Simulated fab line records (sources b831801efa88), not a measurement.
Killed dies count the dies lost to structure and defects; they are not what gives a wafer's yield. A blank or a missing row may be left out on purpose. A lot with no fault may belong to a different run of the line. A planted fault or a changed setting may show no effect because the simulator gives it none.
Matching of chambers	flow sky130	SKY_FIELD_ISO_ETCH_15 on rie diel-03 has 4 sister chambers
The step etches the open film in CHF3/O2, stops on Si, target depth 180 nm, time 72 s. 7 wafers are shown with their chamber, then 10 later ones without.

== WAFERS, EACH WITH ITS CHAMBER ==
wafer	chamber	drypump motor current A (A)	rf fwd power W (W)
L078.3	3	5.3	594.3
L081.5	1	5.0	595.3
L082.4	1	5.0	597.0
L087.1	2	5.7	595.4
L087.4	0	5.1	594.2
L088.1	2	5.8	597.5
L088.3	0	5.1	590.5

== WAFERS WHOSE CHAMBER IS MISSING ==
wafer	drypump motor current A (A)	rf fwd power W (W)
L088.6	5.0	593.6
L090.1	5.0	597.2
L090.4	5.2	596.3
L090.6	5.8	601.8
L091.4	5.0	594.5
L091.5	5.3	598.7
L091.6	5.7	594.8
L094.2	5.1	595.9
L094.3	5.0	597.2
L094.4	5.3	597.1

== EACH ONE'S CHAMBER ==
wafer	from the rows above	in truth
L088.6	can't be placed: 1 or 0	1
L090.1	1	1
L090.4	can't be placed: 3 or 0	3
L090.6	2	2
L091.4	can't be placed: 1 or 0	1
L091.5	3	3
L091.6	2	2
L094.2	can't be placed: 0 or 1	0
L094.3	1	1
L094.4	3	3
Placed correctly: 6 of 10. Unplaceable from these rows: 4, with the true chamber sitting among the candidates in 4. Number placed wrongly: 0.
How it was worked out, from the rows above alone: a wafer's distance from a chamber is the root of the sum, over the readings, of the square of ((its reading less the chamber's mean) divided by the reading's scatter). The wafer belongs to the nearest chamber; if the next one is less than 2 further off, it can't be placed. The mean given for a chamber averages the wafers shown for that chamber. The scatter: the root of (the sum of the squares of (reading less its chamber's mean) over the shown wafers, divided by (wafers less chambers)).
